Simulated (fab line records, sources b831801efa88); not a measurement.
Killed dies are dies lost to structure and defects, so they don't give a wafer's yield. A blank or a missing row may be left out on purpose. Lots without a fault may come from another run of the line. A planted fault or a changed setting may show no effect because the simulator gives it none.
Which tool did it? | flow sfq_line | 15 lots, 43 wafers sampled, at 4 steps of a route of 325

WHAT THE GAUGES READ, wafer by wafer
SFQ_M2_OVL_MEAS_916.
lot  | measured     | on         | M2_OVL (nm)
L986 | day 22 06:32 | overlay-01 | -2 -4 -2
L987 | day 22 19:44 | overlay-02 | -9 -2 -10
L988 | day 23 19:07 | overlay-01 | 3 3 0
L989 | day 24 15:30 | overlay-02 | 1 0 4
L990 | day 24 19:06 | overlay-01 | -3 -2 1
L991 | day 25 09:37 | overlay-01 | -6 -5 -11
L993 | day 26 07:49 | overlay-02 | 1 4 3
L994 | day 26 18:37 | overlay-02 | 2 2 0
L995 | day 26 22:13 | overlay-02 | -14 -6 -9
L997 | day 28 07:04 | overlay-01 | -4 0 1
L100 | day 29 16:23 | overlay-02 | -1 -7 -5
L101 | day 30 01:59 | overlay-02 | -5 -5 -7
L104 | day 30 11:25 | overlay-02 | -4 -1
L106 | day 31 00:53 | overlay-01 | -7 -6
L108 | day 31 06:52 | overlay-02 | -12 -14 -9

WHICH TOOL RAN EACH LOT (tool, then ch and the chambers of the sampled wafers, then the start)
lot  | SFQ_TRILAYER_L0_LITHO_PEB_008    | SFQ_TRILAYER_M0_BARC_OPEN_METAL_ETCH_031 | SFQ_TRILAYER_I1_DEP_PECVD_045
L986 | litho_track-02 ch 0, day 2 23:59 | rie_metal-04 ch 0,1, day 7 08:11         | pecvd-04 ch 0,1,2, day 12 17:44
L987 | litho_track-01 ch 0, day 3 05:59 | rie_metal-04 ch 0,1, day 7 12:59         | pecvd-04 ch 0,1,2, day 13 04:32
L988 | litho_track-04 ch 0, day 3 12:02 | rie_metal-01 ch 0,1, day 7 23:48         | pecvd-04 ch 0,1,2, day 13 18:56
L989 | litho_track-02 ch 0, day 3 16:47 | rie_metal-03 ch 0,1, day 8 08:11         | pecvd-04 ch 1,2, day 14 09:18
L990 | litho_track-02 ch 0, day 3 21:36 | rie_metal-04 ch 0,1, day 8 11:47         | pecvd-03 ch 1,2, day 14 11:52
L991 | litho_track-01 ch 0, day 4 06:45 | rie_metal-03 ch 0,1, day 8 20:11         | pecvd-02 ch 0,1,2, day 14 23:52
L993 | litho_track-01 ch 0, day 4 16:23 | rie_metal-04 ch 0,1, day 9 07:50         | pecvd-04 ch 0,1, day 15 11:42
L994 | litho_track-04 ch 0, day 4 21:09 | rie_metal-01 ch 0, day 9 13:50           | pecvd-02 ch 0,1,2, day 15 19:41
L995 | litho_track-02 ch 0, day 5 01:59 | rie_metal-03 ch 0,1, day 9 17:26         | pecvd-04 ch 0,1,2, day 15 22:38
L997 | litho_track-02 ch 0, day 5 15:11 | rie_metal-01 ch 0,1, day 10 10:59        | pecvd-04 ch 0,1, day 16 18:33
L100 | litho_track-01 ch 0, day 6 05:06 | rie_metal-01 ch 0,1, day 10 22:59        | pecvd-03 ch 0,1,2, day 17 17:20
L101 | litho_track-02 ch 0, day 6 09:56 | rie_metal-04 ch 0, day 11 02:35          | pecvd-04 ch 0,1, day 18 00:32
L104 | litho_track-02 ch 0, day 6 23:06 | rie_metal-01 ch 0, day 11 19:33          | pecvd-02 ch 0, day 18 15:08
L106 | litho_track-02 ch 0, day 7 11:00 | rie_metal-01 ch 0,1, day 12 10:49        | pecvd-03 ch 0,1, day 19 05:10
L108 | litho_track-01 ch 0, day 7 19:18 | rie_metal-04 ch 0,1, day 12 21:35        | pecvd-04 ch 1,2, day 19 14:44
- SFQ_TRILAYER_L0_LITHO_PEB_008: peb time 60 s.
- SFQ_TRILAYER_M0_BARC_OPEN_METAL_ETCH_031: etches BARC in O2, target depth 125 nm, time 41.7 s.
- SFQ_TRILAYER_I1_DEP_PECVD_045: deposits SiO2 from SiH4/N2O, time 111.11 s, target thk 500 nm.

WHAT THE TOOLS THEMSELVES READ (means of the sampled wafers that have a number; where no wafer has one, the mark that the record gives instead)
SFQ_TRILAYER_L0_LITHO_PEB_008.
lot  | tool           | heater_power_total_W (W)
L986 | litho_track-02 | 79.16
L987 | litho_track-01 | 79.14
L988 | litho_track-04 | 79.23
L989 | litho_track-02 | 79.15
L990 | litho_track-02 | 79.18
L991 | litho_track-01 | 79.15
L993 | litho_track-01 | 79.18
L994 | litho_track-04 | 79.14
L995 | litho_track-02 | 79.19
L997 | litho_track-02 | 79.17
L100 | litho_track-01 | 79.14
L101 | litho_track-02 | 79.50
L104 | litho_track-02 | 79.69
L106 | litho_track-02 | 80.20
L108 | litho_track-01 | 79.21

SFQ_TRILAYER_M0_BARC_OPEN_METAL_ETCH_031.
lot  | tool         | chamber_pressure_mTorr (mTorr) | drypump_motor_current_A (A) | oes_product_au (a.u.)
L986 | rie_metal-04 | 9.997                          | 5.8                         | 0.686
L987 | rie_metal-04 | 9.998                          | 5.9                         | 0.684
L988 | rie_metal-01 | 10.006                         | 5.4                         | 0.687
L989 | rie_metal-03 | 9.998                          | 6.0                         | 0.681
L990 | rie_metal-04 | 9.994                          | 5.9                         | 0.685
L991 | rie_metal-03 | 10.005                         | 5.6                         | 0.688
L993 | rie_metal-04 | 10.004                         | 6.0                         | 0.680
L994 | rie_metal-01 | 9.999                          | 5.0                         | 0.682
L995 | rie_metal-03 | 9.998                          | 5.5                         | 0.686
L997 | rie_metal-01 | 9.994                          | 5.4                         | 0.684
L100 | rie_metal-01 | 10.007                         | 5.4                         | 0.687
L101 | rie_metal-04 | 10.006                         | 6.2                         | 0.683
L104 | rie_metal-01 | 9.991                          | 5.0                         | 0.683
L106 | rie_metal-01 | 10.004                         | 5.3                         | 0.685
L108 | rie_metal-04 | 9.999                          | 6.0                         | 0.683

SFQ_TRILAYER_I1_DEP_PECVD_045.
lot  | tool     | heater_power_w (W) | throttle_valve_pct (%)
L986 | pecvd-04 | 80                 | 25.3
L987 | pecvd-04 | 85                 | 25.4
L988 | pecvd-04 | 79                 | 25.4
L989 | pecvd-04 | 85                 | 24.8
L990 | pecvd-03 | 85                 | 24.4
L991 | pecvd-02 | 97                 | 26.6
L993 | pecvd-04 | 69                 | 26.9
L994 | pecvd-02 | 94                 | 26.6
L995 | pecvd-04 | 82                 | 25.4
L997 | pecvd-04 | 64                 | 26.0
L100 | pecvd-03 | 91                 | 25.1
L101 | pecvd-04 | 71                 | 27.0
L104 | pecvd-02 | 97                 | 26.9
L106 | pecvd-03 | 102                | 25.4
L108 | pecvd-04 | 81                 | 25.0

THE ANSWER, worked out from the rows above alone
Rule: what is usual is taken from the lots themselves. Put in order of their means at a reading, lots are off if they are a third of the lots or fewer, leave a main group of 4 or more, and stand apart from it by a gap of 3 or more times the standard deviation of the main group's means; of several such gaps the widest counts. A main group whose means are all the same, to the digits that the tables above print for the reading, isn't used. A lot without any number at a reading at which 4 lots or more have one is off too. The other lots that the step has rows for count as sound. The gauges are gone through in route order, then the tools' own readings, and for those a lot's mean is taken as printed above. The first step at which some lot is off is used, and at that step the reading that is off furthest; a lot without a number counts as furthest.
Off: L101, L104, L106, at SFQ_TRILAYER_L0_LITHO_PEB_008 (heater_power_total_W). The main group: mean 79.17 W, standard deviation 0.028.
A tool fits if, at that step or a process step before it, it ran every lot that is off, and no sound lot after the first of them. One fits: litho_track-02 at SFQ_TRILAYER_L0_LITHO_PEB_008. Its last sound lot is L997 (day 5 15:11), its first lot that is off L101 (day 6 09:56): a fault that began between those two fits.
The tool's own readings at SFQ_TRILAYER_L0_LITHO_PEB_008 bear it out: on the lots that are off they differ by more than 5 times the standard deviation of the sound lots' means. heater_power_total_W reads 79.80 W there against 79.17 W on the sound lots.

WHAT THE SIMULATOR HAD PUT IN
Process parameter drift: litho_track-02, from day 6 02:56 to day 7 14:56, at SFQ_TRILAYER_L0_LITHO_PEB_008. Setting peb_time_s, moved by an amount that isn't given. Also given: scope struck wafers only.
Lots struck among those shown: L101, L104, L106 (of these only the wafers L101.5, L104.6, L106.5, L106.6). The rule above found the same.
